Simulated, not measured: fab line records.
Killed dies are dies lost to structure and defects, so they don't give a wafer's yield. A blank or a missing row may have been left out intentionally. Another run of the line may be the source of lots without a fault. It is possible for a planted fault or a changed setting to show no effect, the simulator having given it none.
Matching of chambers || flow sfq_line || cmp-02 running SFQ_TRILAYER_I0_CMP_CMP_028: 4 sister chambers
The step polishes SiO2. 8 wafers are shown with their chamber, then 7 later ones without.

## WAFERS, EACH WITH ITS CHAMBER
{"wafer": "L784.2", "chamber": 0, "motor_current_A (A)": 10.3, "slurry_filter_dp_kPa (kPa)": 13.45}
{"wafer": "L786.1", "chamber": 3, "motor_current_A (A)": 11.4, "slurry_filter_dp_kPa (kPa)": 13.38}
{"wafer": "L789.3", "chamber": 0, "motor_current_A (A)": 10.2, "slurry_filter_dp_kPa (kPa)": 13.59}
{"wafer": "L791.3", "chamber": 2, "motor_current_A (A)": 9.6, "slurry_filter_dp_kPa (kPa)": 13.37}
{"wafer": "L791.4", "chamber": 1, "motor_current_A (A)": 10.1, "slurry_filter_dp_kPa (kPa)": 13.25}
{"wafer": "L791.5", "chamber": 2, "motor_current_A (A)": 10.0, "slurry_filter_dp_kPa (kPa)": 13.44}
{"wafer": "L795.1", "chamber": 3, "motor_current_A (A)": 11.1, "slurry_filter_dp_kPa (kPa)": 13.31}
{"wafer": "L795.5", "chamber": 1, "motor_current_A (A)": 10.5, "slurry_filter_dp_kPa (kPa)": 13.37}

## WAFERS WHOSE CHAMBER IS MISSING
{"wafer": "L795.6", "motor_current_A (A)": 9.9, "slurry_filter_dp_kPa (kPa)": 13.80}
{"wafer": "L799.4", "motor_current_A (A)": 11.4, "slurry_filter_dp_kPa (kPa)": 13.61}
{"wafer": "L799.5", "motor_current_A (A)": 10.1, "slurry_filter_dp_kPa (kPa)": 13.51}
{"wafer": "L799.6", "motor_current_A (A)": 10.9, "slurry_filter_dp_kPa (kPa)": 13.49}
{"wafer": "L800.1", "motor_current_A (A)": 10.6, "slurry_filter_dp_kPa (kPa)": 13.52}
{"wafer": "L800.5", "motor_current_A (A)": 9.5, "slurry_filter_dp_kPa (kPa)": 13.52}
{"wafer": "L800.6", "motor_current_A (A)": 10.6, "slurry_filter_dp_kPa (kPa)": 13.59}

## THE CHAMBER EACH PASSED THROUGH
{"wafer": "L795.6", "from the rows above": "can't be placed: 0 or 2", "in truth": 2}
{"wafer": "L799.4", "from the rows above": "can't be placed: 3 or 0", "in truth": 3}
{"wafer": "L799.5", "from the rows above": "can't be placed: 0 or 2", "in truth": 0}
{"wafer": "L799.6", "from the rows above": "can't be placed: 3 or 0 or 1", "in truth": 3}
{"wafer": "L800.1", "from the rows above": "can't be placed: 0 or 1", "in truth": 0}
{"wafer": "L800.5", "from the rows above": "can't be placed: 2 or 0", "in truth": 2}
{"wafer": "L800.6", "from the rows above": 0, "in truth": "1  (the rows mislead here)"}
Correctly placed: 0 of 7. Not placeable from these rows: 6 (in 6, the candidates include the true chamber). Wrongly placed: 1.
How it was worked out, from the rows above alone: a wafer's distance from a chamber is the root of the sum, over the readings, of the square of ((its reading less the chamber's mean) divided by the reading's scatter). If the next closest chamber is less than 2 further off than the closest, the wafer can't be placed; otherwise it belongs to the closest. Each chamber's mean is taken over the wafers shown for it. How the scatter is found: for the shown wafers, subtract from each reading the mean of its chamber, square and add these, divide the total by (wafers less chambers), then take the root.
